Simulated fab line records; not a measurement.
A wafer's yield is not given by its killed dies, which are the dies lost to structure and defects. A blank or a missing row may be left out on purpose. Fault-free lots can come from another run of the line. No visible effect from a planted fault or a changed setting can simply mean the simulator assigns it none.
fab line records + flow sky130
[record]
- lots = 11
- wafers = 33
- last-day = 50
route steps=708 shown LDD_HVP@287 SD_N@352 LOCAL_INTERCONNECT@402 CONTACT@410 PAD_OPEN@708
lots that met no fault: from a run of the same line without faults
start-h: hours from the record's opening day to when the first of the lot's shown wafers began + wait-h: time in hours since the lot's previous step + " as in the row above + L1.1+2: one row covering several wafers at once + - value missing, or start not given + * or withheld: withheld + < > ~ a bound
route shown NAME@n: names a module that has steps shown in the file, with the first one's number in the route + usual: mean/standard deviation of fault-free wafers + same: alike in all rows + chamber/n: place in a boat + sites: readings site by site + _std_site: their standard deviation + _edge_site: the outer-site mean with the inner-site mean subtracted + radius-mm: how far each site lies from the wafer's centre + mask NAME#n: copy n + behind: tool/chamber where the wafer was last shaped + hold: why the lot was held/for how many hours/how that ended + device: which transistor (n, p or np) failed to switch + end of line: tests of these same wafers at the route's end + a step given without rows: its recipe and nothing more + killed: at the first sort, the dies lost to defects and structure; wafer yield is something else + map: a wafer's dies, x killed, . not, _ none there
set.NAME: the run value of the setting; set.NAME@STEP: its run value at that earlier step + model.NAME: the simulator's own value behind a step, which no gauge read
steps of the route over a sample of lots; a table a step, a row a wafer
services: the hour from which a tool's chamber was out of use, counted from the record's first day as start-h (under 0 if before that day), plus the number of hours and why
[[steps]]
[step SKY_LDD_HVP_STRIP_09]
[recipe]
- chemistry = O2/N2
- power-w = 1400
- pressure-mtorr = 1500
- platen-temp-c = withheld
- o2-flow-sccm = 3000
- n2-flow-sccm = 300
- overash-fraction = 0.5
[usual]
- drypump-motor-current-A = 6.0/0.44
- oes-product-au = 0.408/0.0049
- strip-time-to-endpoint-s = 4.134/0.013
| lot.wafer | tool            | chamber | start-h | wait-h | drypump-motor-current-A | oes-product-au | rf-hours-counter-h | strip-time-to-endpoint-s |
|-----------|-----------------|---------|---------|--------|-------------------------|----------------|--------------------|--------------------------|
| L115.2    | plasma-asher-02 | 0       | 506.63  | 0.1    | 5.5                     | 0.408          | 41                 | 4.146                    |
| L115.3    | "               | 1       | "       | "      | 6.0                     | 0.414          | -                  | 4.126                    |
| L115.6    | "               | 1       | "       | "      | 5.9                     | 0.413          | -                  | 4.140                    |
| L118.1    | plasma-asher-03 | 1       | 537.97  | 0.1    | 6.4                     | 0.404          | 11                 | 4.126                    |
| L118.3    | "               | 1       | "       | "      | 6.4                     | 0.415          | -                  | 4.130                    |
| L118.5    | "               | 0       | "       | "      | 6.4                     | 0.400          | -                  | 4.152                    |
| L119.2    | plasma-asher-02 | 0       | 543.98  | 0.1    | 5.5                     | 0.410          | 43                 | 4.107                    |
| L119.4    | "               | 0       | "       | "      | 5.5                     | 0.410          | -                  | 4.146                    |
| L119.5    | "               | 1       | "       | "      | 6.0                     | 0.416          | -                  | 4.145                    |
| L122.4    | plasma-asher-03 | 0       | 569.05  | 0.1    | 6.4                     | 0.399          | -                  | 4.137                    |
| L122.5    | "               | 1       | "       | "      | 6.4                     | 0.408          | -                  | 4.134                    |
| L122.6    | "               | 0       | "       | "      | 6.4                     | 0.400          | -                  | 4.146                    |
| L128.3    | plasma-asher-02 | 1       | 613.26  | 0.1    | 6.0                     | 0.421          | -                  | 4.131                    |
| L128.4    | "               | 0       | "       | "      | 5.5                     | 0.406          | -                  | 4.142                    |
| L128.6    | "               | 1       | "       | "      | 6.0                     | 0.419          | -                  | 4.117                    |
| L129.3    | plasma-asher-02 | 1       | 625.30  | 0.1    | 5.9                     | 0.409          | -                  | 4.120                    |
| L129.4    | "               | 0       | "       | "      | 5.5                     | 0.397          | -                  | 4.124                    |
| L129.5    | "               | 0       | "       | "      | 5.5                     | 0.404          | -                  | 4.117                    |
| L130.4    | plasma-asher-03 | 0       | 642.80  | 0.1    | 6.4                     | 0.409          | -                  | 4.136                    |
| L130.5    | "               | 0       | "       | "      | 6.4                     | 0.413          | -                  | 4.133                    |
| L130.6    | "               | 1       | "       | "      | 6.4                     | 0.408          | -                  | 4.151                    |
| L131.1    | plasma-asher-02 | 1       | 644.78  | 0.1    | 5.9                     | 0.410          | 52                 | 4.131                    |
| L131.3    | "               | 0       | "       | "      | 5.5                     | 0.411          | -                  | 4.116                    |
| L131.5    | "               | 1       | "       | "      | 5.9                     | 0.415          | -                  | 4.138                    |
| L132.1    | plasma-asher-02 | 0       | 650.13  | 0.1    | 5.5                     | 0.409          | 52                 | 4.133                    |
| L132.3    | "               | 0       | "       | "      | 5.5                     | 0.403          | -                  | 4.139                    |
| L132.5    | "               | 0       | "       | "      | 5.5                     | 0.405          | -                  | 4.130                    |
| L136.1    | plasma-asher-02 | 1       | 681.43  | 0.1    | 6.0                     | 0.411          | 55                 | 4.156                    |
| L136.3    | "               | 1       | "       | "      | 6.0                     | 0.417          | -                  | 4.129                    |
| L136.6    | "               | 0       | "       | "      | 5.5                     | 0.415          | -                  | 4.148                    |
| L137.1    | plasma-asher-03 | 1       | 703.41  | 0.1    | 6.4                     | 0.401          | 28                 | 4.120                    |
| L137.2    | "               | 0       | "       | "      | 6.5                     | 0.408          | 28                 | 4.119                    |
| L137.4    | "               | 0       | "       | "      | 6.4                     | 0.415          | -                  | 4.103                    |
[step SKY_SD_N_IMPLANT_10]
[recipe]
- species = P
- energy-kev = 20
- dose-cm2 = 1e+14
- tilt-deg = 0
[usual]
- dose-ions-cm2 = 9.999e+13/9e+10
- end-station-pressure-torr = 5.36e-06/2.9e-07
- faraday-current-uA = 501/42
[same]
- implant-ion-amu = 31
| lot.wafer | tool         | chamber | start-h | wait-h | dose-ions-cm2 | end-station-pressure-torr | faraday-current-uA |
|-----------|--------------|---------|---------|--------|---------------|---------------------------|--------------------|
| L115.2    | implanter-03 | 0       | 657.36  | 0.1    | 1.0001e+14    | 5.07e-06                  | 441                |
| L115.3    | "            | 0       | "       | "      | 1.0004e+14    | 4.9e-06                   | 429                |
| L115.6    | "            | 0       | "       | "      | 9.993e+13     | 5.41e-06                  | 428                |
| L118.1    | implanter-03 | 0       | 686.68  | 0.1    | 9.995e+13     | 5.83e-06                  | 451                |
| L118.3    | "            | 0       | "       | "      | 9.989e+13     | 5.14e-06                  | 446                |
| L118.5    | "            | 0       | "       | "      | 9.986e+13     | 5.01e-06                  | 445                |
| L119.2    | implanter-04 | 0       | 691.36  | 0.1    | 9.986e+13     | 5.18e-06                  | 539                |
| L119.4    | "            | 0       | "       | "      | 9.993e+13     | 5.22e-06                  | 538                |
| L119.5    | "            | 0       | "       | "      | 1.0006e+14    | 5.36e-06                  | 527                |
| L122.4    | implanter-03 | 0       | 715.31  | 0.1    | 1.0003e+14    | 5.51e-06                  | 444                |
| L122.5    | "            | 0       | "       | "      | 1.0008e+14    | 5.39e-06                  | 429                |
| L122.6    | "            | 0       | "       | "      | 9.999e+13     | 5.42e-06                  | 446                |
| L128.3    | implanter-03 | 0       | 757.35  | 0.1    | 1.592e+13     | 5.28e-06                  | 89                 |
| L128.4    | "            | 0       | "       | "      | 1.581e+13     | 4.82e-06                  | 87                 |
| L128.6    | "            | 0       | "       | "      | 1.581e+13     | 4.89e-06                  | 89                 |
| L129.3    | implanter-03 | 0       | 767.09  | 0.1    | 1.571e+13     | 5.18e-06                  | 90                 |
| L129.4    | "            | 0       | "       | "      | 1.586e+13     | 4.97e-06                  | 91                 |
| L129.5    | "            | 0       | "       | "      | 1.583e+13     | 4.71e-06                  | 90                 |
| L130.4    | implanter-04 | 0       | 782.77  | 0.1    | 1.0015e+14    | 5.46e-06                  | 528                |
| L130.5    | "            | 0       | "       | "      | 1.0003e+14    | 5.21e-06                  | 513                |
| L130.6    | "            | 0       | "       | "      | 9.999e+13     | 5.34e-06                  | 523                |
| L131.1    | implanter-01 | 0       | 787.34  | 0.1    | 9.992e+13     | 4.97e-06                  | 539                |
| L131.3    | "            | 0       | "       | "      | 9.987e+13     | 4.9e-06                   | 538                |
| L131.5    | "            | 0       | "       | "      | 1.0003e+14    | 5.6e-06                   | 547                |
| L132.1    | implanter-04 | 0       | 789.94  | 0.1    | 9.998e+13     | 5.66e-06                  | 534                |
| L132.3    | "            | 0       | "       | "      | 1.0008e+14    | 5.26e-06                  | 517                |
| L132.5    | "            | 0       | "       | "      | 1.0011e+14    | 5.38e-06                  | 510                |
| L136.1    | implanter-04 | 0       | 818.35  | 0.1    | 9.988e+13     | 5.59e-06                  | 526                |
| L136.3    | "            | 0       | "       | "      | 9.995e+13     | 5.64e-06                  | 521                |
| L136.6    | "            | 0       | "       | "      | 9.996e+13     | 5.67e-06                  | 540                |
| L137.1    | implanter-04 | 0       | 842.09  | 0.1    | 1.002e+14     | 5.11e-06                  | 516                |
| L137.2    | "            | 0       | "       | "      | 1.0004e+14    | 4.91e-06                  | 526                |
| L137.4    | "            | 0       | "       | "      | 9.999e+13     | 5.08e-06                  | 519                |
[step SKY_SD_N_RS_MEAS_16]
[recipe]
- thk-meas-gauge = four-point-probe
[usual]
- SD_N_RS = 68.85/0.16
| lot.wafer | tool          | chamber | start-h | wait-h | SD_N_RS[ohm/sq] |
|-----------|---------------|---------|---------|--------|-----------------|
| L115.2    | film-metro-01 | -       | 657.89  | 0.1    | 68.87           |
| L115.3    | "             | -       | "       | "      | 68.80           |
| L115.6    | "             | -       | "       | "      | 68.76           |
| L118.1    | film-metro-02 | -       | 687.22  | 0.1    | 68.77           |
| L118.3    | "             | -       | "       | "      | 68.93           |
| L118.5    | "             | -       | "       | "      | 69.02           |
| L119.2    | film-metro-02 | -       | 691.89  | 0.1    | 69.02           |
| L119.4    | "             | -       | "       | "      | 68.86           |
| L119.5    | "             | -       | "       | "      | 69.00           |
| L122.4    | film-metro-04 | -       | 715.83  | 0.1    | 69.04           |
| L122.5    | "             | -       | "       | "      | 68.86           |
| L122.6    | "             | -       | "       | "      | 69.06           |
| L128.3    | film-metro-04 | -       | 757.88  | 0.1    | 70.78           |
| L128.4    | "             | -       | "       | "      | 70.69           |
| L128.6    | "             | -       | "       | "      | 70.79           |
| L129.3    | film-metro-04 | -       | 767.61  | 0.1    | 70.95           |
| L129.4    | "             | -       | "       | "      | 70.91           |
| L129.5    | "             | -       | "       | "      | 70.87           |
| L130.4    | film-metro-04 | -       | 783.30  | 0.1    | 68.87           |
| L130.5    | "             | -       | "       | "      | 69.25           |
| L130.6    | "             | -       | "       | "      | 68.95           |
| L131.1    | film-metro-02 | -       | 787.87  | 0.1    | 68.85           |
| L131.3    | "             | -       | "       | "      | 68.77           |
| L131.5    | "             | -       | "       | "      | 68.87           |
| L132.1    | film-metro-04 | -       | 790.47  | 0.1    | 68.98           |
| L132.3    | "             | -       | "       | "      | 68.83           |
| L132.5    | "             | -       | "       | "      | 68.95           |
| L136.1    | film-metro-01 | -       | 818.88  | 0.1    | 68.52           |
| L136.3    | "             | -       | "       | "      | 68.76           |
| L136.6    | "             | -       | "       | "      | 68.58           |
| L137.1    | film-metro-01 | -       | 842.63  | 0.1    | 68.66           |
| L137.2    | "             | -       | "       | "      | 68.39           |
| L137.4    | "             | -       | "       | "      | 68.60           |
[step SKY_LOCAL_INTERCONNECT_STRIP_15]
[recipe]
- chemistry = O2/N2
- power-w = 1400
- pressure-mtorr = 1500
- platen-temp-c = withheld
- o2-flow-sccm = 3000
- n2-flow-sccm = 300
- overash-fraction = 0.5
[usual]
- drypump-motor-current-A = 6.0/0.35
- oes-product-au = 0.428/0.0047
- strip-time-to-endpoint-s = 4.764/0.02
| lot.wafer | tool            | chamber | start-h | wait-h | drypump-motor-current-A | oes-product-au | rf-hours-counter-h | strip-time-to-endpoint-s |
|-----------|-----------------|---------|---------|--------|-------------------------|----------------|--------------------|--------------------------|
| L115.2    | plasma-asher-03 | 0       | 717.35  | 0.0    | 6.4                     | 0.428          | 29                 | 4.767                    |
| L115.3    | "               | 0       | "       | "      | 6.4                     | 0.427          | -                  | 4.773                    |
| L115.6    | "               | 0       | "       | "      | 6.4                     | 0.434          | -                  | 4.772                    |
| L118.1    | plasma-asher-01 | 1       | 745.00  | 0.0    | 5.6                     | 0.425          | 87                 | 4.727                    |
| L118.3    | "               | 0       | "       | "      | 6.0                     | 0.419          | -                  | 4.755                    |
| L118.5    | "               | 1       | "       | "      | 5.6                     | 0.429          | -                  | 4.732                    |
| L119.2    | plasma-asher-01 | 0       | 748.61  | 0.1    | 6.0                     | 0.427          | 87                 | 4.779                    |
| L119.4    | "               | 1       | "       | "      | 5.6                     | 0.429          | -                  | 4.783                    |
| L119.5    | "               | 0       | "       | "      | 6.0                     | 0.425          | -                  | 4.778                    |
| L122.4    | plasma-asher-03 | 1       | 773.74  | 0.1    | 6.4                     | 0.433          | -                  | 4.736                    |
| L122.5    | "               | 0       | "       | "      | 6.4                     | 0.429          | -                  | 4.749                    |
| L122.6    | "               | 1       | "       | "      | 6.4                     | 0.423          | -                  | 4.738                    |
| L128.3    | plasma-asher-03 | 1       | 814.49  | 0.1    | 6.4                     | 0.421          | -                  | 4.750                    |
| L128.4    | "               | 0       | "       | "      | 6.4                     | 0.424          | -                  | 4.741                    |
| L128.6    | "               | 0       | "       | "      | 6.4                     | 0.427          | -                  | 4.748                    |
| L129.3    | plasma-asher-01 | 1       | 823.39  | 0.1    | 5.6                     | 0.420          | -                  | 4.737                    |
| L129.4    | "               | 0       | "       | "      | 6.0                     | 0.421          | -                  | 4.762                    |
| L129.5    | "               | 1       | "       | "      | 5.6                     | 0.428          | -                  | 4.753                    |
| L130.4    | plasma-asher-02 | 1       | 839.04  | 0.1    | 5.9                     | 0.426          | -                  | 4.731                    |
| L130.5    | "               | 1       | "       | "      | 5.9                     | 0.428          | -                  | 4.752                    |
| L130.6    | "               | 0       | "       | "      | 5.5                     | 0.432          | -                  | 4.731                    |
| L131.1    | plasma-asher-03 | 1       | 843.70  | 0.0    | 6.4                     | 0.419          | 42                 | 4.739                    |
| L131.3    | "               | 0       | "       | "      | 6.4                     | 0.424          | -                  | 4.720                    |
| L131.5    | "               | 0       | "       | "      | 6.4                     | 0.423          | -                  | 4.735                    |
| L132.1    | plasma-asher-02 | 0       | 844.96  | 0.1    | 5.5                     | 0.430          | 71                 | 4.782                    |
| L132.3    | "               | 1       | "       | "      | 6.0                     | 0.423          | -                  | 4.769                    |
| L132.5    | "               | 0       | "       | "      | 5.5                     | 0.432          | -                  | 4.753                    |
| L136.1    | plasma-asher-02 | 1       | 873.15  | 0.0    | 5.9                     | 0.430          | 74                 | 4.763                    |
| L136.3    | "               | 1       | "       | "      | 5.9                     | 0.433          | -                  | 4.766                    |
| L136.6    | "               | 1       | "       | "      | 5.9                     | 0.435          | -                  | 4.783                    |
| L137.1    | plasma-asher-02 | 1       | 895.76  | 0.0    | 6.0                     | 0.424          | 76                 | 4.744                    |
| L137.2    | "               | 0       | "       | "      | 5.5                     | 0.434          | 76                 | 4.780                    |
| L137.4    | "               | 0       | "       | "      | 5.5                     | 0.430          | -                  | 4.782                    |
[step SKY_CONTACT_CMP_04]
[recipe]
- material = SiO2
- down-force-psi = 4
- platen-rpm = 60
- pad-velocity-m-s = 0.94248
[usual]
- motor-current-A = 11.6/1.4
- slurry-flow-ml-min = 150.0/0.48
- time-to-endpoint-s = 84/4.5
| lot.wafer | tool   | chamber | start-h | wait-h | motor-current-A | slurry-flow-ml-min | time-to-endpoint-s |
|-----------|--------|---------|---------|--------|-----------------|--------------------|--------------------|
| L115.3    | cmp-02 | 0       | 718.26  | 0.1    | 12.1            | 150.2              | 97                 |
| L115.2    | "      | 1       | "       | "      | 13.0            | 150.0              | 90                 |
| L115.6    | "      | 0       | "       | "      | 11.9            | 149.7              | 91                 |
| L118.1    | cmp-01 | 0       | 745.82  | 0.1    | 12.5            | 149.8              | 79                 |
| L118.3    | "      | 3       | "       | "      | 10.0            | 150.0              | 86                 |
| L118.5    | "      | 1       | "       | "      | 10.2            | 150.9              | 84                 |
| L119.4    | cmp-02 | 3       | 749.60  | 0.1    | 13.1            | 150.4              | 86                 |
| L119.2    | "      | 2       | "       | "      | 10.3            | 149.8              | 92                 |
| L119.5    | "      | 0       | "       | "      | 11.6            | 149.2              | 90                 |
| L122.4    | cmp-02 | 1       | 775.03  | 0.0    | 12.5            | 149.6              | 83                 |
| L122.6    | "      | 1       | "       | "      | 12.5            | 150.3              | 81                 |
| L122.5    | "      | 2       | "       | "      | 10.5            | 150.4              | 88                 |
| L128.3    | cmp-02 | 3       | 815.37  | 0.1    | 13.1            | 149.9              | 80                 |
| L128.4    | "      | 0       | "       | "      | 11.9            | 150.3              | 81                 |
| L128.6    | "      | 2       | "       | "      | 11.0            | 151.4              | 83                 |
| L129.4    | cmp-01 | 2       | 824.27  | 0.1    | 9.7             | 150.6              | 89                 |
| L129.3    | "      | 3       | "       | "      | 10.5            | 150.3              | 86                 |
| L129.5    | "      | 0       | "       | "      | 13.8            | 149.6              | 86                 |
| L130.4    | cmp-02 | 0       | 839.89  | 0.1    | 12.9            | 150.4              | 82                 |
| L130.6    | "      | 3       | "       | "      | 12.5            | 150.9              | 80                 |
| L130.5    | "      | 0       | "       | "      | 12.3            | 150.0              | 85                 |
| L131.1    | cmp-02 | 3       | 844.58  | 0.1    | 13.0            | 150.3              | 82                 |
| L131.3    | "      | 0       | "       | "      | 12.1            | 149.8              | 81                 |
| L131.5    | "      | 2       | "       | "      | 10.2            | 151.1              | 85                 |
| L132.3    | cmp-02 | 1       | 845.83  | 0.0    | 12.6            | 150.5              | 82                 |
| L132.1    | "      | 3       | "       | "      | 13.3            | 149.8              | 87                 |
| L132.5    | "      | 2       | "       | "      | 10.6            | 148.8              | 86                 |
| L136.1    | cmp-02 | 1       | 874.01  | 0.1    | 13.0            | 149.1              | 85                 |
| L136.3    | "      | 3       | "       | "      | 13.0            | 149.7              | 83                 |
| L136.6    | "      | 0       | "       | "      | 11.6            | 150.0              | 83                 |
| L137.1    | cmp-01 | 1       | 896.73  | 0.2    | 10.5            | 150.4              | 79                 |
| L137.2    | "      | 3       | "       | "      | 10.1            | 149.2              | 81                 |
| L137.4    | "      | 0       | "       | "      | 12.6            | 150.3              | 80                 |
[step SKY_PAD_OPEN_PROBE_99]
[usual]
- killed_at_M0_to_M3 = 45/6.8
- killed_at_M4_up = 3.0/1.7
- killed-at-contacts = 25/5.7
- killed-at-front-end = 15/4.6
- killed-at-other = 0.3/0.66
- killed-dies = 88/9.5
- killed-on-rim = 17/3.6
- killed-open = 48/7.3
- killed-short = 39/6.5
[same]
- gross-dies = 492
- killed-at-back-side = 0
| lot.wafer | tool      | chamber | start-h | wait-h | killed_at_M0_to_M3 | killed_at_M4_up | killed-at-contacts | killed-at-front-end | killed-at-other | killed-dies | killed-on-rim | killed-open | killed-short |
|-----------|-----------|---------|---------|--------|--------------------|-----------------|--------------------|---------------------|-----------------|-------------|---------------|-------------|--------------|
| L130.4    | prober-02 | -       | 1170.75 | 0.2    | 40                 | 2               | 22                 | 16                  | 2               | 82          | 20            | 44          | 35           |
| L130.5    | prober-02 | -       | 1170.80 | 0.2    | 37                 | 1               | 24                 | 14                  | 2               | 78          | 13            | 41          | 32           |
| L130.6    | prober-02 | -       | 1170.85 | 0.2    | 47                 | 1               | 24                 | 26                  | 4               | 102         | 22            | 55          | 43           |
| L131.1    | prober-01 | -       | 1172.70 | 0.1    | 43                 | 1               | 20                 | 14                  | 0               | 78          | 14            | 46          | 32           |
| L131.3    | prober-01 | -       | 1172.80 | 0.2    | 42                 | 3               | 27                 | 14                  | 0               | 86          | 18            | 42          | 44           |
| L131.5    | prober-01 | -       | 1172.90 | 0.2    | 44                 | 1               | 36                 | 16                  | 0               | 97          | 14            | 53          | 44           |
| L132.1    | prober-02 | -       | 1174.81 | 0.1    | 43                 | 2               | 24                 | 10                  | 0               | 79          | 17            | 39          | 38           |
| L132.3    | prober-02 | -       | 1174.91 | 0.2    | 41                 | 5               | 32                 | 21                  | 0               | 99          | 25            | 51          | 47           |
| L132.5    | prober-02 | -       | 1175.01 | 0.2    | 50                 | 4               | 27                 | 16                  | 0               | 97          | 16            | 49          | 48           |
// killed by level:class
L130.4 VIA1:geometric-particle:open=8 VIA2:geometric-particle:open=7 LI_CONTACT:geometric-particle:open=6 CONTACT:geometric-particle:short=6 POLY_GATE:geometric-particle:short=5 CONTACT:geometric-particle:open=5 METAL1:geometric-particle:short=5 VIA1:geometric-particle:short=5
L130.5 LI_CONTACT:geometric-particle:open=9 VIA2:geometric-particle:open=9 POLY_GATE:geometric-particle:open=6 VIA1:geometric-particle:short=6 FIELD_ISO:geometric-particle:short=4 LOCAL_INTERCONNECT:geometric-particle:short=4 CONTACT:geometric-particle:open=4 METAL1:geometric-particle:short=4
L130.6 VIA1:geometric-particle:open=13 LI_CONTACT:geometric-particle:open=9 FIELD_ISO:geometric-particle:open=7 FIELD_ISO:geometric-particle:short=7 VIA3:geometric-particle:open=7 VIA3:geometric-particle:short=7 CONTACT:geometric-particle:open=5 VIA1:geometric-particle:short=5
L131.1 LI_CONTACT:geometric-particle:open=10 VIA1:geometric-particle:short=8 VIA3:geometric-particle:open=8 VIA1:geometric-particle:open=7 CONTACT:geometric-particle:open=5 VIA2:geometric-particle:open=5 FIELD_ISO:geometric-particle:open=4 FIELD_ISO:geometric-particle:short=3
L131.3 CONTACT:geometric-particle:open=10 LOCAL_INTERCONNECT:geometric-particle:short=7 VIA1:geometric-particle:short=6 VIA3:geometric-particle:open=5 METAL1:geometric-particle:short=5 VIA1:geometric-particle:open=5 VIA2:geometric-particle:open=5 VIA3:geometric-particle:short=5
L131.5 CONTACT:geometric-particle:open=13 LI_CONTACT:geometric-particle:open=10 VIA3:geometric-particle:open=8 METAL1:geometric-particle:short=7 VIA1:geometric-particle:open=6 VIA3:geometric-particle:short=6 FIELD_ISO:geometric-particle:short=5 LI_CONTACT:geometric-particle:short=5
L132.1 METAL1:geometric-particle:short=8 LI_CONTACT:geometric-particle:open=6 METAL2:geometric-particle:short=6 VIA3:geometric-particle:open=6 CONTACT:geometric-particle:open=5 VIA1:geometric-particle:short=5 CONTACT:geometric-particle:short=5 VIA1:geometric-particle:open=5
L132.3 LI_CONTACT:geometric-particle:open=13 CONTACT:geometric-particle:open=10 POLY_GATE:geometric-particle:open=7 METAL1:geometric-particle:short=7 VIA1:geometric-particle:short=7 FIELD_ISO:geometric-particle:short=6 VIA2:geometric-particle:open=4 LOCAL_INTERCONNECT:geometric-particle:short=4
L132.5 VIA1:geometric-particle:open=15 LI_CONTACT:geometric-particle:open=8 CONTACT:geometric-particle:open=8 METAL1:geometric-particle:short=6 POLY_GATE:geometric-particle:short=5 VIA1:geometric-particle:short=5 METAL2:geometric-particle:short=5 FIELD_ISO:geometric-particle:short=4
[[services]]
| tool            | chamber | start-h | hours | kind   |
|-----------------|---------|---------|-------|--------|
| plasma-asher-03 | -       | 494.54  | 0.5   | repair |
| implanter-03    | -       | 494.88  | 80.7  | pm     |
| cmp-01          | -       | 496.91  | 0.5   | repair |
| plasma-asher-02 | -       | 515.58  | 13.3  | repair |
| cmp-01          | -       | 528.81  | 8.2   | pm     |
| cmp-02          | -       | 544.48  | 0.7   | repair |
| cmp-02          | -       | 558.30  | 19.3  | repair |
| implanter-04    | -       | 567.74  | 1.7   | repair |
| cmp-01          | -       | 572.47  | 4.0   | pm     |
| implanter-03    | -       | 575.57  | 2.2   | pm     |
| plasma-asher-02 | -       | 587.86  | 15.6  | pm     |
| cmp-02          | -       | 595.36  | 0.3   | repair |
| implanter-04    | -       | 653.20  | 4.2   | pm     |
| plasma-asher-02 | -       | 658.97  | 1.3   | repair |
| implanter-04    | -       | 671.74  | 6.7   | repair |
| plasma-asher-02 | -       | 703.63  | 6.9   | repair |
| cmp-02          | -       | 744.28  | 4.0   | pm     |
| cmp-02          | -       | 752.86  | 1.8   | repair |
| cmp-02          | -       | 761.76  | 5.4   | pm     |
| cmp-02          | -       | 792.80  | 5.1   | pm     |
| cmp-02          | -       | 800.27  | 2.1   | repair |
| cmp-02          | -       | 801.34  | 0.4   | repair |
| implanter-04    | -       | 821.46  | 0.7   | repair |
| plasma-asher-03 | -       | 824.98  | 3.7   | repair |
[[key]]
[first-sign]
- step = SKY_SD_N_IMPLANT_10
- reading = dose-ions-cm2
- direction = down
- sigmas = 99+
- usual = *
- struck = *
[effect]
- step = SKY_SD_N_IMPLANT_10
- reading = faraday-current-uA
- direction = down
- sigmas = 9.7
- usual = 501
- struck = 89
[effect]
- step = SKY_SD_N_RS_MEAS_16
- reading = SD_N_RS
- direction = up
- sigmas = 12
- usual = 68.85
- struck = 70.83
met-at SKY_SD_N_IMPLANT_10
struck-lots L128,L129
tester-left-out L128,L129
not-acting-at SKY_LDD_HVP_STRIP_09,SKY_LOCAL_INTERCONNECT_STRIP_15,SKY_CONTACT_CMP_04
onset-between 715.31 757.35
[fault]
- kind = process-parameter-drift
- tool = implanter-03
- chamber = -
- onset-h = 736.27
- steps = SKY_SD_N_IMPLANT_10
- channel = dose-cm2
- offset = *
- shape = step
- end-h = 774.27
- acts-in = *
- stated = *
// tester-left-out: of these lots the tester's yield and bins aren't shown, on N5 and GAA mostly nor the transistor test; their killed dies are dies lost to structure and defects alone, not to doping, threshold or leakage, so they don't give the yield
